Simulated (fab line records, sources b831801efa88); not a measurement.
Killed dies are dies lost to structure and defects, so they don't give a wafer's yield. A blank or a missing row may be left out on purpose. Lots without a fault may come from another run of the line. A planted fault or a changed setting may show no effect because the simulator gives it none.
Tool commonality check | flow gf180mcu | 12 lots, 42 wafers sampled

WHY IT WAS OPENED
At GF_HV_LDD_TW_MEAS_11 the reading HV_LDD_TW is flagged on 2 of 12 lots. Wafers without a fault read 2355, standard deviation 26.
Rule: a lot is flagged when every wafer of it that has a number lies more than 4 standard deviations from that mean, or none has a number. The other lots count as sound.

lot  | measured     | on            | HV_LDD_TW, wafer by wafer     | flag
L453 | day 11 16:58 | film_metro-04 | 2335 2342 2344                |
L456 | day 12 15:25 | film_metro-03 | 2354 2351 2346                |
L460 | day 13 18:32 | film_metro-03 | 2356 2344 2352                |
L463 | day 14 10:05 | film_metro-02 | 2398 2402 2387                |
L464 | day 14 23:32 | film_metro-04 | 2106 2111 2118 2095 2092 2106 | FLAGGED
L465 | day 15 05:03 | film_metro-03 | 2357 2353 2361                |
L468 | day 15 23:01 | film_metro-03 | 2140 2140 2144 2150 2133 2129 | FLAGGED
L469 | day 16 07:28 | film_metro-02 | 2397 2407 2383                |
L471 | day 16 22:04 | film_metro-04 | 2322 2323 2322                |
L473 | day 17 05:53 | film_metro-02 | 2399 2388 2413                |
L474 | day 17 20:26 | film_metro-03 | 2344 2345 2339                |
L475 | day 17 20:33 | film_metro-04 | 2325 2333 2338                |
The numbers of the flagged lots are 2122 on average: -233 against the usual, or -9 standard deviations.

WHICH TOOL RAN EACH LOT
The record holds 2 process steps before the reading, out of a route of 602 steps. In each cell: the tool, then ch and the chambers that the sampled wafers went through, then the start.
lot  | flag    | GF_POLY_GATE_STRIP_14                | GF_HV_LDD_IMPLANT_09
L453 |         | plasma_asher-02 ch 0,1, day 10 20:04 | implanter-01 ch 0, day 11 16:43
L456 |         | plasma_asher-04 ch 0,1, day 11 15:41 | implanter-04 ch 0, day 12 15:11
L460 |         | plasma_asher-02 ch 0,1, day 12 19:09 | implanter-04 ch 0, day 13 18:17
L463 |         | plasma_asher-01 ch 0,1, day 13 11:19 | implanter-03 ch 0, day 14 09:52
L464 | FLAGGED | plasma_asher-02 ch 0,1, day 13 21:26 | implanter-04 ch 0, day 14 23:18
L465 |         | plasma_asher-04 ch 0,1, day 14 02:47 | implanter-03 ch 0, day 15 04:49
L468 | FLAGGED | plasma_asher-02 ch 0,1, day 14 22:26 | implanter-04 ch 0, day 15 22:47
L469 |         | plasma_asher-02 ch 0,1, day 15 04:29 | implanter-01 ch 0, day 16 07:13
L471 |         | plasma_asher-04 ch 0, day 15 18:19   | implanter-03 ch 0, day 16 21:50
L473 |         | plasma_asher-01 ch 0,1, day 16 04:34 | implanter-03 ch 0, day 17 05:39
L474 |         | plasma_asher-04 ch 0,1, day 16 17:31 | implanter-03 ch 0, day 17 20:14
L475 |         | plasma_asher-02 ch 0,1, day 16 17:10 | implanter-01 ch 0, day 17 20:20
What these steps do:
- GF_POLY_GATE_STRIP_14: strips in O2/N2.
- GF_HV_LDD_IMPLANT_09
- GF_HV_LDD_TW_MEAS_11

FLAGGED OVER TOTAL, TOOL BY TOOL (the gauges that took the reading come last)
step                  | tool            | lots run | flagged | share of the flagged lots | sound lots run after its first flagged lot
GF_POLY_GATE_STRIP_14 | plasma_asher-01 | 2        | 0       | none                      | -
GF_POLY_GATE_STRIP_14 | plasma_asher-02 | 6        | 2       | all                       | 2 (L469,L475)
GF_POLY_GATE_STRIP_14 | plasma_asher-04 | 4        | 0       | none                      | -
GF_HV_LDD_IMPLANT_09  | implanter-01    | 3        | 0       | none                      | -
GF_HV_LDD_IMPLANT_09  | implanter-03    | 5        | 0       | none                      | -
GF_HV_LDD_IMPLANT_09  | implanter-04    | 4        | 2       | all                       | 0
GF_HV_LDD_TW_MEAS_11  | film_metro-02   | 3        | 0       | none                      | -
GF_HV_LDD_TW_MEAS_11  | film_metro-03   | 5        | 1       | some                      | 1 (L474)
GF_HV_LDD_TW_MEAS_11  | film_metro-04   | 4        | 1       | some                      | 2 (L471,L475)

WHAT THE TABLE ALLOWS
2 rows of the table ran every flagged lot: plasma_asher-02 at GF_POLY_GATE_STRIP_14, implanter-04 at GF_HV_LDD_IMPLANT_09.
- plasma_asher-02 at GF_POLY_GATE_STRIP_14: 2 of its 6 lots flagged. Sound lots ran on it after the first flagged one (L469, L475), which a lasting fault on the whole tool wouldn't allow.
- implanter-04 at GF_HV_LDD_IMPLANT_09: 2 of its 4 lots flagged. Its last sound lot is L460 (day 13 18:17), its first flagged lot L464 (day 14 23:18): a fault that began between those two fits. Its own readings lie more than 4 standard deviations out on every wafer of the flagged lots: tilt_deg.
One tool is left: implanter-04 at GF_HV_LDD_IMPLANT_09.

WHAT THE SIMULATOR HAD PUT IN
Process parameter drift: implanter-04, from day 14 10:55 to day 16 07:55, at GF_HV_LDD_IMPLANT_09. Setting tilt_deg, moved by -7, from 7. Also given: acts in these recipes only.
Lots struck among those shown: L464, L468. The rule above found the same.
